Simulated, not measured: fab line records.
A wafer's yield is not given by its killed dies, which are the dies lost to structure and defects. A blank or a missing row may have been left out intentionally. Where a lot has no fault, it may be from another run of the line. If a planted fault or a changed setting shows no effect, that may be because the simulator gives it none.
fab line records + flow sky130
record:
- lots: 14
- wafers: 41
- last_day: 50
route steps=708 shown METAL5@680 PAD_OPEN@708
lots untouched by any fault: they come from a run of this same line in which no faults occurred
start_h: hours from the record's first day to the start of the lot's first wafer shown + wait_h: how many hours have passed since the lot's step before this one + " the same as in the row above + L1.1+2: a row that stands for several wafers + - no value, or no start was given + * or withheld: withheld + < > ~ a bound
route shown NAME@n: a module of which the file shows steps, and the number in the route of the first + usual: the fault-free wafers' mean and standard deviation + same: alike in all rows + chamber/n: place in a boat + sites: the reading at each site + _std_site: standard deviation of those values + _edge_site: inner sites' mean taken away from outer sites' mean + radius_mm: for every site, how far away it sits from the centre of the wafer + mask NAME#n: copy n + behind: the last tool/chamber to shape the wafer + hold: why the lot went on hold/how many hours it stayed there/how the hold came to an end + device: which transistor (n, p or np) failed to switch + end of line: the route-end tests of the same wafers + a step with no rows: only its recipe + killed: count of dies lost to structure and defects at first sort (not the wafer's yield) + map: per-die view of a wafer (x killed, . not killed, _ where there is no die)
set.NAME: the setting as run; set.NAME@STEP: as run at that earlier step + model.NAME: the simulator's own value behind a step, which no gauge read
the route's steps for a sample of lots (tables are steps, rows are wafers)
services: a tool's chamber out of use, with start hour (start_h, from the record's first day; less than 0 if before it), hours out, and reason
== steps ==
step: SKY_METAL5_CLEAN_19
recipe:
- chemistry: O3/DIW
- dry: n2_spin
| lot.wafer  | tool         | chamber | start_h | wait_h |
|------------|--------------|---------|---------|--------|
| L887.1+4+6 | wet_bench-04 | 2       | 1021.41 | 0.0    |
| L888.1+2+5 | wet_bench-04 | 2       | 1024.18 | 0.0    |
| L889.2+4+5 | wet_bench-04 | 2       | 1038.89 | 0.0    |
| L890.1+5+6 | wet_bench-02 | 3       | 1045.66 | 0.0    |
| L892.1+5+6 | wet_bench-01 | 2       | 1057.59 | 0.0    |
| L894.3+4+5 | wet_bench-04 | 2       | 1071.67 | 0.0    |
| L895.1+2+4 | wet_bench-02 | 1       | 1072.56 | 0.0    |
| L897.2+3+6 | wet_bench-04 | 0       | 1089.81 | 0.0    |
| L899.2+3+4 | wet_bench-02 | 2       | 1106.23 | 0.0    |
| L904.3+6   | wet_bench-04 | 3       | 1154.46 | 0.0    |
| L906.1+4+6 | wet_bench-01 | 2       | 1156.67 | 0.0    |
| L905.1+4+6 | wet_bench-04 | 1       | 1156.95 | 0.0    |
| L908.3+4+5 | wet_bench-02 | 0       | 1157.31 | 0.0    |
| L910.1+3+6 | wet_bench-02 | 1       | 1161.50 | 0.0    |
step: SKY_PAD_OPEN_PROBE_99
usual:
- defect_limited_yield: 82.8/1.7
- killed_at_M0_to_M3: 43/6.2
- killed_at_M4_up: 2.8/1.7
- killed_at_contacts: 24/4.8
- killed_at_front_end: 15/4.3
- killed_at_other: 0.3/0.55
- killed_dies: 85/8.4
- killed_open: 46/6.7
- killed_short: 38/6.2
- sort_bin_3_pad_short: 0.9/0.46
- sort_bin_5_function: 10.2/1.3
- sort_bin_6_memory: 6.1/0.9
- sort_n_pass: 407/8.4
- sort_yield_pct: 82.8/1.7
same:
- gross_dies: 492
- killed_at_back_side: 0
- sort_bin_4_leakage[%]: 0
- sort_bin_8_speed[%]: 0
| lot.wafer | tool      | chamber | start_h | wait_h | defect_limited_yield[%] | killed_at_M0_to_M3 | killed_at_M4_up | killed_at_contacts | killed_at_front_end | killed_at_other | killed_dies | killed_open | killed_short | sort_bin_3_pad_short[%] | sort_bin_5_function[%] | sort_bin_6_memory[%] | sort_n_pass | sort_yield_pct[%] |
|-----------|-----------|---------|---------|--------|-------------------------|--------------------|-----------------|--------------------|---------------------|-----------------|-------------|-------------|--------------|-------------------------|------------------------|----------------------|-------------|-------------------|
| L904.3    | prober-02 | -       | 1190.63 | 0.2    | 72.8                    | 58                 | 36              | 26                 | 14                  | 0               | 134         | 55          | 44           | 3.3                     | 15.0                   | 8.9                  | 358         | 72.8              |
| L904.6    | prober-02 | -       | 1190.78 | 0.2    | 77.2                    | 41                 | 38              | 22                 | 10                  | 1               | 112         | 38          | 37           | 2.2                     | 13.2                   | 7.3                  | 380         | 77.2              |
| L905.1    | prober-02 | -       | 1194.37 | 0.1    | 76.4                    | 34                 | 42              | 28                 | 12                  | 0               | 116         | 47          | 34           | 1.2                     | 16.3                   | 6.1                  | 376         | 76.4              |
| L905.4    | prober-02 | -       | 1194.52 | 0.2    | 77.6                    | 33                 | 39              | 25                 | 13                  | 0               | 110         | 38          | 35           | 1.4                     | 14.6                   | 6.3                  | 382         | 77.6              |
| L905.6    | prober-02 | -       | 1194.62 | 0.2    | 80.9                    | 32                 | 34              | 15                 | 13                  | 0               | 94          | 38          | 24           | 1.6                     | 12.6                   | 4.9                  | 398         | 80.9              |
killed by level:class
L904.3 METAL5:unspecified=35 VIA1:geometric_particle:open=13 LI_CONTACT:geometric_particle:open=11 METAL1:geometric_particle:short=9 METAL2:geometric_particle:short=9 CONTACT:geometric_particle:open=8 VIA1:geometric_particle:short=6 VIA3:geometric_particle:open=5
L904.6 METAL5:unspecified=36 VIA1:geometric_particle:open=11 CONTACT:geometric_particle:open=8 VIA3:geometric_particle:open=7 CONTACT:geometric_particle:short=5 FIELD_ISO:geometric_particle:short=4 FIELD_ISO:geometric_particle:open=4 LI_CONTACT:geometric_particle:short=4
L905.1 METAL5:unspecified=35 CONTACT:geometric_particle:open=10 VIA1:geometric_particle:open=9 CONTACT:geometric_particle:short=7 LI_CONTACT:geometric_particle:open=6 VIA2:geometric_particle:open=6 FIELD_ISO:geometric_particle:open=5 VIA2:geometric_particle:short=4
L905.4 METAL5:unspecified=37 CONTACT:geometric_particle:open=9 VIA2:geometric_particle:open=8 VIA1:geometric_particle:open=7 CONTACT:geometric_particle:short=6 LOCAL_INTERCONNECT:geometric_particle:short=4 METAL1:geometric_particle:short=4 METAL2:geometric_particle:short=4
L905.6 METAL5:unspecified=32 CONTACT:geometric_particle:open=8 VIA1:geometric_particle:open=7 VIA3:geometric_particle:open=6 LI_CONTACT:geometric_particle:open=4 METAL1:geometric_particle:short=4 METAL2:geometric_particle:short=4 VIA1:geometric_particle:short=3
== services ==
| tool         | chamber | start_h | hours | kind   |
|--------------|---------|---------|-------|--------|
| wet_bench-02 | -       | 1026.74 | 3.8   | repair |
== key ==
first_sign:
- step: SKY_PAD_OPEN_PROBE_99
- reading: killed_at_M4_up
- direction: up
- sigmas: 21
- usual: 2.8
- struck: 37.8
effect:
- step: SKY_PAD_OPEN_PROBE_99
- reading: defect_limited_yield
- direction: down
- sigmas: 3.4
- usual: 82.8
- struck: 77.0
met_at SKY_METAL5_CLEAN_19
struck_lots L904,L905
onset_between 1089.81 1154.46
fault:
- kind: chamber_particle_source
- tool: wet_bench-04
- chamber: -
- onset_h: 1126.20
- steps: SKY_METAL5_CLEAN_19
- rate_per_visit_cm2: 0.38692
- end_h: 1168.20
